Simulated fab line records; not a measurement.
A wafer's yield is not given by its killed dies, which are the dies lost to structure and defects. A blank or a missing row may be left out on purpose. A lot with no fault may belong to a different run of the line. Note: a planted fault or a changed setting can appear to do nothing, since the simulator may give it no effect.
fab line records ; flow sky130
record lots=6; wafers=18; lastDay=49
route steps=708 shown VIA3@587 METAL4@598 PAD_OPEN@708
lots that met no fault: taken from a fault-free run of the same line
startH: start of the lot's first displayed wafer, in hours after the record's first day ; waitH: time in hours since the lot's previous step ; " repeats the value in the row above ; L1.1+2: a single row standing in for several wafers ; - no value present, or no start provided ; * or withheld: withheld ; < > ~ a bound
route shown NAME@n: a module of which the file shows steps, and the number in the route of the first ; usual: the fault-free wafers' mean and standard deviation ; same: alike in all rows ; chamber/n: place in a boat ; sites: per-site readings ; _std_site: their standard deviation ; _edge_site: the outer-site mean with the inner-site mean subtracted ; radiusMm: for every site, how far away it sits from the centre of the wafer ; mask NAME#n: copy n ; behind: the tool/chamber that last shaped the wafer ; hold: reason for holding the lot/hours on hold/outcome of the hold ; device: the transistor (n, p or np) that didn't switch ; end of line: at the end of the route, the tests of the same wafers ; where a step has no rows: the recipe by itself ; killed: the dies lost at the first sort to structure and to defects; this is not the yield of the wafer ; map: the dies of a wafer, with x for killed, . for not killed, _ for no die there
set.NAME: the setting that was run; set.NAME@STEP: the one run at that earlier step ; model.NAME: the simulator's own value behind a step, which no gauge read
a table for each step, a row for each wafer; lots at some steps of the route
services: a tool's chamber out of use, with start hour (startH, from the record's first day; less than 0 if before it), hours out, and reason
## steps
# step SKY_VIA3_ETCH_14
# recipe chemistry=N2/H2; target=BARC; ionEnergyEv=200; sourceW=500; biasW=100; pressureMtorr=30; n2FlowSccm=100; h2FlowSccm=200; stopOn=SiO2; timeS=45.9; targetDepthA=600
# step SKY_VIA3_ETCH_15
# recipe target=SiO2; chemistry=C4F8/O2/Ar; targetDepthNm=507; stopOn=TiN; maskMaterial=KrF-thick; sourceW=1500; biasW=1200; pressureMtorr=40; c4f8FlowSccm=withheld; O2_flow_sccm=6; Ar_flow_sccm=300; timeS=78
# usual oesProductAu=0.946/0.0044
lot.wafer;tool;chamber;startH;waitH;oesProductAu;rfHoursCounterH
L403.1;rieDiel-01;1;954.73;0.0;0.945;9
L403.4;rieDiel-01;3;954.73;0.0;0.942;4
L403.5;rieDiel-01;0;954.73;0.0;0.955;-
L409.1;rieDiel-03;2;1007.08;0.0;0.948;15
L409.5;rieDiel-03;3;1007.08;0.0;0.946;-
L409.6;rieDiel-03;0;1007.08;0.0;0.950;-
L410.1;rieDiel-01;3;1013.84;0.0;0.943;6
L410.2;rieDiel-01;0;1013.84;0.0;0.944;4
L410.4;rieDiel-01;0;1013.84;0.0;0.946;-
L411.2;rieDiel-03;1;1018.05;0.0;0.949;17
L411.3;rieDiel-03;3;1018.05;0.0;0.945;14
L411.5;rieDiel-03;0;1018.05;0.0;0.953;-
L414.3;rieDiel-03;1;1033.59;0.0;0.945;18
L414.5;rieDiel-03;1;1033.59;0.0;0.937;-
L414.6;rieDiel-03;0;1033.59;0.0;0.947;-
L416.1;rieDiel-02;2;1052.33;0.0;0.948;13
L416.3;rieDiel-02;3;1052.33;0.0;0.944;21
L416.5;rieDiel-02;0;1052.33;0.0;0.949;-
# step SKY_VIA3_STRIP_16
# recipe chemistry=O2/N2; powerW=1400; pressureMtorr=1500; platenTempC=withheld; o2FlowSccm=3000; n2FlowSccm=300; overashFraction=0.5
# step SKY_VIA3_STRIP_17
# recipe chemistry=postEtchResidueRemover; timeS=1200; tempC=72.5
# step SKY_VIA3_CLEAN_18
# recipe chemistry=IPA; timeS=180; tempC=25
# step SKY_VIA3_CLEAN_19
# recipe chemistry=O3/DIW; dry=n2Spin
# step SKY_VIA3_SPUTTER_20
# recipe material=TiN; targetThkNm=20; chamberPressurePa=5; powerW=4000; timeS=80
# usual cathodeDcPowerW=4000.0/0.78; throttleValvePct=29.4/0.82
lot.wafer;tool;chamber;startH;waitH;cathodeDcPowerW;throttleValvePct
L403.1;pvdSputter-03;-;955.49;0.0;3999.9;30.2
L403.4;pvdSputter-03;-;955.49;0.0;4000.1;29.6
L403.5;pvdSputter-03;-;955.49;0.0;4000.1;29.6
L409.1;pvdSputter-01;-;1007.73;0.0;4001.0;30.6
L409.5;pvdSputter-01;-;1007.73;0.0;3999.5;30.4
L409.6;pvdSputter-01;-;1007.73;0.0;3999.5;29.8
L410.1;pvdSputter-01;-;1014.58;0.0;4000.3;29.8
L410.2;pvdSputter-01;-;1014.58;0.0;3999.6;30.1
L410.4;pvdSputter-01;-;1014.58;0.0;4000.0;28.4
L411.2;pvdSputter-02;-;1019.06;0.0;4000.3;28.6
L411.3;pvdSputter-02;-;1019.06;0.0;4000.1;29.6
L411.5;pvdSputter-02;-;1019.06;0.0;3999.4;28.0
L414.3;pvdSputter-02;-;1034.28;0.0;4000.7;28.7
L414.5;pvdSputter-02;-;1034.28;0.0;3999.3;29.6
L414.6;pvdSputter-02;-;1034.28;0.0;3999.4;29.5
L416.1;pvdSputter-03;-;1052.98;0.0;4000.1;29.6
L416.3;pvdSputter-03;-;1052.98;0.0;3999.9;29.8
L416.5;pvdSputter-03;-;1052.98;0.0;3999.7;29.6
# step SKY_VIA3_CVD_21
# recipe material=W; targetThkNm=390; timeS=117.31; tempC=400; pressureTorr=40
# usual heaterPowerW=770/33
lot.wafer;tool;chamber;startH;waitH;heaterPowerW
L403.1;cvdW-01;0;955.56;0.0;752
L403.4;cvdW-01;0;955.56;0.0;753
L403.5;cvdW-01;1;955.56;0.0;824
L409.1;cvdW-02;1;1007.79;0.0;757
L409.5;cvdW-02;1;1007.79;0.0;748
L409.6;cvdW-02;0;1007.79;0.0;752
L410.1;cvdW-02;0;1014.65;0.0;746
L410.2;cvdW-02;1;1014.65;0.0;728
L410.4;cvdW-02;0;1014.65;0.0;747
L411.2;cvdW-01;1;1019.12;0.0;858
L411.3;cvdW-01;1;1019.12;0.0;836
L411.5;cvdW-01;0;1019.12;0.0;756
L414.3;cvdW-02;0;1034.38;0.1;758
L414.5;cvdW-02;1;1034.38;0.1;746
L414.6;cvdW-02;0;1034.38;0.1;761
L416.1;cvdW-01;1;1053.04;0.0;854
L416.3;cvdW-01;1;1053.04;0.0;847
L416.5;cvdW-01;1;1053.04;0.0;843
# step SKY_VIA3_RS_MEAS_22
# recipe thkMeasGauge=four-point-probe; reads=W_of_VIA3_CVD_21+TiN_of_VIA3_SPUTTER_20
# usual VIA3_W_RS=0.2930/0.0028
lot.wafer;tool;chamber;startH;waitH;VIA3_W_RS[ohm/sq]
L403.1;filmMetro-03;-;955.68;0.1;0.2986
L403.4;filmMetro-03;-;955.68;0.1;0.2947
L403.5;filmMetro-03;-;955.68;0.1;0.2937
L409.1;filmMetro-03;-;1007.92;0.1;0.2914
L409.5;filmMetro-03;-;1007.92;0.1;0.2947
L409.6;filmMetro-03;-;1007.92;0.1;0.2953
L410.1;filmMetro-01;-;1014.77;0.1;0.2911
L410.2;filmMetro-01;-;1014.77;0.1;0.2908
L410.4;filmMetro-01;-;1014.77;0.1;0.2954
L411.2;filmMetro-02;-;1019.26;0.1;0.2886
L411.3;filmMetro-02;-;1019.26;0.1;0.2933
L411.5;filmMetro-02;-;1019.26;0.1;0.2916
L414.3;filmMetro-01;-;1034.51;0.1;0.2949
L414.5;filmMetro-01;-;1034.51;0.1;0.2947
L414.6;filmMetro-01;-;1034.51;0.1;0.2961
L416.1;filmMetro-01;-;1053.16;0.1;0.2966
L416.3;filmMetro-01;-;1053.16;0.1;0.2929
L416.5;filmMetro-01;-;1053.16;0.1;0.2959
# step SKY_VIA3_THK_MEAS_23
# recipe thkMeasGauge=xrf; reads=W_of_VIA3_CVD_21
# usual VIA3_W_THK=400/5.3
lot.wafer;tool;chamber;startH;waitH;VIA3_W_THK[nm]
L403.1;filmMetro-03;-;955.80;0.1;387
L403.4;filmMetro-03;-;955.80;0.1;395
L403.5;filmMetro-03;-;955.80;0.1;394
L409.1;filmMetro-03;-;1008.04;0.1;399
L409.5;filmMetro-03;-;1008.04;0.1;391
L409.6;filmMetro-03;-;1008.04;0.1;392
L410.1;filmMetro-01;-;1014.89;0.1;405
L410.2;filmMetro-01;-;1014.89;0.1;404
L410.4;filmMetro-01;-;1014.89;0.1;396
L411.2;filmMetro-02;-;1019.37;0.1;405
L411.3;filmMetro-02;-;1019.37;0.1;400
L411.5;filmMetro-02;-;1019.37;0.1;402
L414.3;filmMetro-01;-;1034.61;0.1;397
L414.5;filmMetro-01;-;1034.61;0.1;397
L414.6;filmMetro-01;-;1034.61;0.1;395
L416.1;filmMetro-01;-;1053.28;0.1;396
L416.3;filmMetro-01;-;1053.28;0.1;400
L416.5;filmMetro-01;-;1053.28;0.1;395
# step SKY_VIA3_CMP_24
# recipe stopOn=SiO2; tOverpolishS=20; downForcePsi=3.5; platenRpm=60; targetThkNm=0; padVelocityMS=0.94248
# usual motorCurrentA=10.6/0.7; overpolishRunS=20.000/0.0091; retainingRingPressureFrac=0.999/0.0048; timeToEndpointS=95/3.1
lot.wafer;tool;chamber;startH;waitH;motorCurrentA;overpolishRunS;retainingRingPressureFrac;timeToEndpointS
L403.1;cmp-01;1;955.86;0.1;10.7;19.997;0.993;94
L403.4;cmp-01;2;955.86;0.1;11.7;20.004;0.994;96
L403.5;cmp-01;1;955.86;0.1;10.2;19.995;1.003;94
L409.1;cmp-01;0;1008.10;0.1;9.6;20.007;0.994;95
L409.5;cmp-01;0;1008.10;0.1;9.2;20.025;0.996;93
L409.6;cmp-01;1;1008.10;0.1;10.1;19.993;1.003;92
L410.2;cmp-02;2;1014.95;0.0;11.2;20.015;0.996;100
L410.4;cmp-02;0;1014.95;0.0;10.2;20.010;1.004;98
L410.1;cmp-02;1;1014.95;0.0;11.1;20.005;0.995;97
L411.2;cmp-02;1;1019.51;0.1;11.4;19.997;0.991;93
L411.3;cmp-02;0;1019.51;0.1;10.2;19.985;0.992;93
L411.5;cmp-02;1;1019.51;0.1;11.4;20.016;0.987;95
L414.3;cmp-02;2;1034.70;0.1;11.3;20.007;0.998;95
L414.6;cmp-02;1;1034.70;0.1;11.3;19.991;1.005;95
L414.5;cmp-02;2;1034.70;0.1;10.6;20.002;1.000;99
L416.1;cmp-01;3;1053.39;0.1;10.6;20.002;0.999;92
L416.3;cmp-01;1;1053.39;0.1;10.5;20.001;1.009;92
L416.5;cmp-01;2;1053.39;0.1;11.6;19.995;0.993;89
# step SKY_METAL4_SPUTTER_00
# recipe material=Ti; targetThkNm=15; powerW=3000; timeS=10; chamberPressurePa=0.4
# step SKY_METAL4_SPUTTER_01
# recipe material=TiN; targetThkNm=20; powerW=6500; timeS=16.7; chamberPressurePa=0.4
# usual cathodeDcPowerW=6500.0/1.1; throttleValvePct=29.8/1.1
lot.wafer;tool;chamber;startH;waitH;cathodeDcPowerW;throttleValvePct;model.TiN_of_METAL4_SPUTTER_01.thkNm
L403.1;pvdSputter-01;-;956.18;0.0;6501.5;30.1;20.01
L403.4;pvdSputter-01;-;956.18;0.0;6500.0;29.4;20.21
L403.5;pvdSputter-01;-;956.18;0.0;6499.5;28.4;20.45
L409.1;pvdSputter-04;-;1008.42;0.0;6501.3;30.4;19.67
L409.5;pvdSputter-04;-;1008.42;0.0;6499.5;30.0;19.69
L409.6;pvdSputter-04;-;1008.42;0.0;6500.3;30.6;19.73
L410.1;pvdSputter-04;-;1015.27;0.0;6063.0;29.7;19.05
L410.2;pvdSputter-04;-;1015.27;0.0;6062.3;32.4;18.8
L410.4;pvdSputter-04;-;1015.27;0.0;6062.9;30.8;18.85
L411.2;pvdSputter-02;-;1019.83;0.0;6500.3;29.5;20.18
L411.3;pvdSputter-02;-;1019.83;0.0;6498.3;28.1;20.22
L411.5;pvdSputter-02;-;1019.83;0.0;6501.0;28.4;20.28
L414.3;pvdSputter-04;-;1034.97;0.0;6062.6;30.2;18.85
L414.5;pvdSputter-04;-;1034.97;0.0;6061.6;30.4;18.68
L414.6;pvdSputter-04;-;1034.97;0.0;6062.9;30.2;18.7
L416.1;pvdSputter-02;-;1053.66;0.0;6499.1;28.3;19.84
L416.3;pvdSputter-02;-;1053.66;0.0;6500.6;30.0;19.69
L416.5;pvdSputter-02;-;1053.66;0.0;6498.7;28.5;19.85
# step SKY_METAL4_SPUTTER_02
# recipe material=AlCu; targetThkNm=735; powerW=10600; timeS=39.1; chamberPressurePa=0.4
# usual cathodeDcPowerW=10600/1.9; throttleValvePct=29.8/1.1
lot.wafer;tool;chamber;startH;waitH;cathodeDcPowerW;throttleValvePct
L403.1;pvdSputter-01;-;956.21;0.0;10602;29.9
L403.4;pvdSputter-01;-;956.21;0.0;10601;29.6
L403.5;pvdSputter-01;-;956.21;0.0;10599;28.2
L409.1;pvdSputter-04;-;1008.45;0.0;10600;30.6
L409.5;pvdSputter-04;-;1008.45;0.0;10597;30.0
L409.6;pvdSputter-04;-;1008.45;0.0;10599;30.6
L410.1;pvdSputter-04;-;1015.30;0.0;10599;29.8
L410.2;pvdSputter-04;-;1015.30;0.0;10603;32.7
L410.4;pvdSputter-04;-;1015.30;0.0;10597;30.4
L411.2;pvdSputter-02;-;1019.86;0.0;10599;29.8
L411.3;pvdSputter-02;-;1019.86;0.0;10599;28.2
L411.5;pvdSputter-02;-;1019.86;0.0;10602;28.1
L414.3;pvdSputter-04;-;1034.99;0.0;10602;30.4
L414.5;pvdSputter-04;-;1034.99;0.0;10601;30.4
L414.6;pvdSputter-04;-;1034.99;0.0;10601;30.2
L416.1;pvdSputter-02;-;1053.69;0.0;10598;28.6
L416.3;pvdSputter-02;-;1053.69;0.0;10599;29.6
L416.5;pvdSputter-02;-;1053.69;0.0;10599;28.6
# step SKY_PAD_OPEN_PROBE_99
# usual defectLimitedYield=82.6/1.9; killed_at_M0_to_M3=43/7; killed_at_M4_up=3.1/2; killedAtContacts=24/5.3; killedAtFrontEnd=15/4.2; killedAtOther=0.4/0.66; killedDies=86/9.5; killedOpen=47/7.4; killedShort=38/6.2; sort_bin_3_pad_short=0.9/0.44; sort_bin_5_function=10.2/1.4; sort_bin_6_memory=6.4/1.1; sortNPass=406/9.5; sortYieldPct=82.6/1.9
# same grossDies=492; killedAtBackSide=0; sort_bin_4_leakage[%]=0; sort_bin_8_speed[%]=0
lot.wafer;tool;chamber;startH;waitH;defectLimitedYield[%];killed_at_M0_to_M3;killed_at_M4_up;killedAtContacts;killedAtFrontEnd;killedAtOther;killedDies;killedOpen;killedShort;sort_bin_3_pad_short[%];sort_bin_5_function[%];sort_bin_6_memory[%];sortNPass;sortYieldPct[%]
L416.1;prober-02;-;1177.35;0.1;82.7;44;2;21;17;1;85;53;31;0.6;10.8;5.9;407;82.7
L416.3;prober-02;-;1177.45;0.2;85.2;42;1;15;13;2;73;35;38;1.0;8.3;5.5;419;85.2
L416.5;prober-02;-;1177.55;0.2;83.7;35;5;18;22;0;80;43;36;0.8;8.1;7.3;412;83.7
# killed by level:class
L416.1 VIA1:geometricParticle:open=11 LI_CONTACT:geometricParticle:open=9 VIA3:geometricParticle:open=8 CONTACT:geometricParticle:open=6 VIA2:geometricParticle:open=6 POLY_GATE:geometricParticle:short=4 POLY_GATE:geometricParticle:open=4 METAL1:geometricParticle:short=4
L416.3 VIA1:geometricParticle:open=9 VIA1:geometricParticle:short=6 VIA2:geometricParticle:open=6 CONTACT:geometricParticle:open=5 METAL2:geometricParticle:short=5 VIA3:geometricParticle:open=5 FIELD_ISO:geometricParticle:open=4 POLY_GATE:geometricParticle:short=4
L416.5 LI_CONTACT:geometricParticle:open=8 POLY_GATE:geometricParticle:open=7 VIA1:geometricParticle:open=7 VIA3:geometricParticle:open=5 FIELD_ISO:geometricParticle:open=4 POLY_GATE:geometricParticle:short=4 METAL1:geometricParticle:short=4 METAL2:geometricParticle:short=4
## services
tool;chamber;startH;hours;kind
rieDiel-03;-;934.27;2.8;pm
cmp-01;-;937.43;5.5;repair
cvdW-02;-;940.97;0.4;repair
pvdSputter-03;-;942.61;3.5;repair
rieDiel-03;1;944.35;1.4;repair
pvdSputter-01;-;948.20;2.6;repair
cmp-01;-;954.23;0.6;repair
pvdSputter-02;-;957.48;0.6;repair
cmp-02;-;960.55;1.3;repair
cmp-01;-;962.35;5.1;repair
rieDiel-03;0;974.37;12.3;repair
pvdSputter-02;-;979.97;1.3;repair
pvdSputter-04;-;994.29;6.0;repair
cmp-01;-;995.16;5.8;pm
cmp-02;-;998.95;2.2;repair
cmp-01;-;1002.02;0.8;repair
cmp-01;-;1003.08;4.3;repair
pvdSputter-02;1;1007.80;-;consumableReplace:kit
pvdSputter-02;1;1007.80;18.0;scheduledDown
pvdSputter-02;1;1007.80;18.0;ventCycle
rieDiel-01;2;1008.73;6.7;repair
cvdW-01;-;1012.68;6.0;pm
cmp-01;-;1023.96;0.4;repair
cvdW-01;0;1026.83;12.4;repair
## key
firstSign step=SKY_METAL4_SPUTTER_01; reading=cathodeDcPowerW; direction=down; sigmas=99+; usual=6500.0; struck=6062.6
effect none on later readings
modelEffect step=SKY_METAL4_SPUTTER_01; value=TiN_of_METAL4_SPUTTER_01.thkNm; without=20.17; struck=18.82
metAt SKY_METAL4_SPUTTER_01
struckWafers L410.1,L410.2,L410.4,L414.3,L414.5,L414.6
onsetBetween 1008.42 1015.27
fault kind=processParameterDrift; tool=pvdSputter-04; chamber=-; onsetH=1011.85; steps=SKY_METAL4_SPUTTER_01; channel=powerW; offset=*; shape=step; endH=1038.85; actsIn=*; stated=*
